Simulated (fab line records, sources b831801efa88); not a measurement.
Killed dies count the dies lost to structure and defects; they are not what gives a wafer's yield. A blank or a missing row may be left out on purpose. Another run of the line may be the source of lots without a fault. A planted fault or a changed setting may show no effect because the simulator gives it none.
What tool caused it? | flow sky130 | 9 lots, 27 wafers sampled, at 4 steps of a route of 708

== WHAT THE GAUGES READ, wafer by wafer ==
SKY_VIA1_BOW_MEAS_03. Usual: VIA1_BOW typically reads 80 um, with standard deviation 7.8.
lot  | measured     | on           | VIA1_BOW (um) | flag
L324 | day 32 21:22 | filmMetro-03 | 66 76 80      | 
L325 | day 33 13:59 | filmMetro-04 | 87 82 86      | 
L331 | day 35 01:03 | filmMetro-03 | 81 80 80      | 
L333 | day 35 13:20 | filmMetro-04 | 76 69 70      | 
L337 | day 36 23:25 | filmMetro-03 | 86 85 80      | 
L339 | day 37 07:59 | filmMetro-02 | 77 71 69      | 
L345 | day 39 10:37 | filmMetro-04 | 76 86 68      | 
L346 | day 39 12:35 | filmMetro-03 | 74 92 84      | 
L347 | day 39 22:35 | filmMetro-02 | 70 79 76      | 

SKY_CAP2M_OVL_MEAS_12. Usual: CAP2M_OVL typically reads -0.7 nm, with standard deviation 1.5.
lot  | measured     | on         | CAP2M_OVL (nm) | flag
L324 | day 40 17:17 | overlay-02 | 0.0 -0.5 0.2   | 
L325 | day 41 09:31 | overlay-02 | -0.9 -2.1 1.5  | 
L331 | day 42 15:38 | overlay-02 | 1.0 2.4 0.3    | 
L333 | day 43 03:41 | overlay-02 | -2.9 -1.8 -1.4 | 
L337 | day 44 11:26 | overlay-02 | -2.1 -1.4 -0.5 | 
L339 | day 44 16:41 | overlay-01 | -2.4 -1.7 -2.4 | 
L345 | day 46 12:32 | overlay-02 | -1.7 0.7 0.0   | 
L346 | day 46 14:31 | overlay-02 | 1.4 0.1 -0.7   | 
L347 | day 46 22:53 | overlay-01 | 1.7 0.4 0.8    | 

SKY_VIA4_THK_MEAS_01. Usual: VIA4_HDPCVD_THK typically reads 1758 nm, with standard deviation 16.
lot  | measured     | on           | VIA4_HDPCVD_THK (nm) | flag
L324 | day 41 18:57 | filmMetro-01 | 1758 1749 1735       | 
L325 | day 42 11:00 | filmMetro-01 | 1732 1747 1747       | 
L331 | day 43 17:15 | filmMetro-03 | 1764 1329 1338       | OFF
L333 | day 44 04:43 | filmMetro-02 | 1771 1359 1774       | OFF
L337 | day 45 12:11 | filmMetro-01 | 1775 1767 1765       | 
L339 | day 45 16:46 | filmMetro-01 | 1751 1756 1774       | 
L345 | day 47 10:54 | filmMetro-01 | 1747 1745 1754       | 
L346 | day 47 13:07 | filmMetro-03 | 1751 1754 1751       | 
L347 | day 47 20:53 | filmMetro-03 | 1767 1757 1756       | 

== EACH LOT AND THE TOOL THAT RAN IT (in order: tool; ch and the chambers of the sampled wafers; start) ==
lot  | SKY_VIA4_HDPCVD_00
L324 | hdpcvd-02 ch 0,2, day 41 18:46
L325 | hdpcvd-02 ch 0,1,2, day 42 10:53
L331 | hdpcvd-02 ch 0,2, day 43 17:04
L333 | hdpcvd-02 ch 0,2, day 44 04:32
L337 | hdpcvd-01 ch 1,2, day 45 12:00
L339 | hdpcvd-01 ch 0,1, day 45 16:35
L345 | hdpcvd-01 ch 0,2, day 47 10:43
L346 | hdpcvd-01 ch 1,2, day 47 12:56
L347 | hdpcvd-01 ch 0,1,2, day 47 20:42
- SKY_VIA4_HDPCVD_00: deposits SiO2, target thk 1750 nm, time 291.7 s.

== AS READ BY THE TOOLS THEMSELVES (means over the sampled wafers that have a number; for cases with no such wafer, the mark the record gives instead) ==
The record holds no such reading with a usual standard deviation.

== THE ANSWER, worked out from the rows above alone ==
Rule: a lot is off if the mean of its wafers that have a number lies more than 3 standard deviations from the usual mean. A lot without any number at a reading at which 4 lots or more have one is off too. All remaining lots with rows at the step are treated as sound. First the gauges in route order, then the tools' own readings, where a lot's mean is used as printed above. The first step at which some lot is off is used, and at that step the reading that is off furthest; a lot without a number counts as furthest.
Off: L331, L333, seen at SKY_VIA4_THK_MEAS_01 (VIA4_HDPCVD_THK).
A tool fits if, at a process step before that reading, it ran every lot that is off, and no sound lot after the first of them. The gauges at SKY_VIA4_THK_MEAS_01 are tried like those tools. One candidate fits, namely hdpcvd-02 at SKY_VIA4_HDPCVD_00. Its last sound lot is L325 (day 42 10:53), its first lot that is off L331 (day 43 17:04): a fault that began between those two fits.

== WHAT WAS PUT IN BY THE SIMULATOR ==
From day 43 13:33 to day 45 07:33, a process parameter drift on hdpcvd-02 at SKY_VIA4_HDPCVD_00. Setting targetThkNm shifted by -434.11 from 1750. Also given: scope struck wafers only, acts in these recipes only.
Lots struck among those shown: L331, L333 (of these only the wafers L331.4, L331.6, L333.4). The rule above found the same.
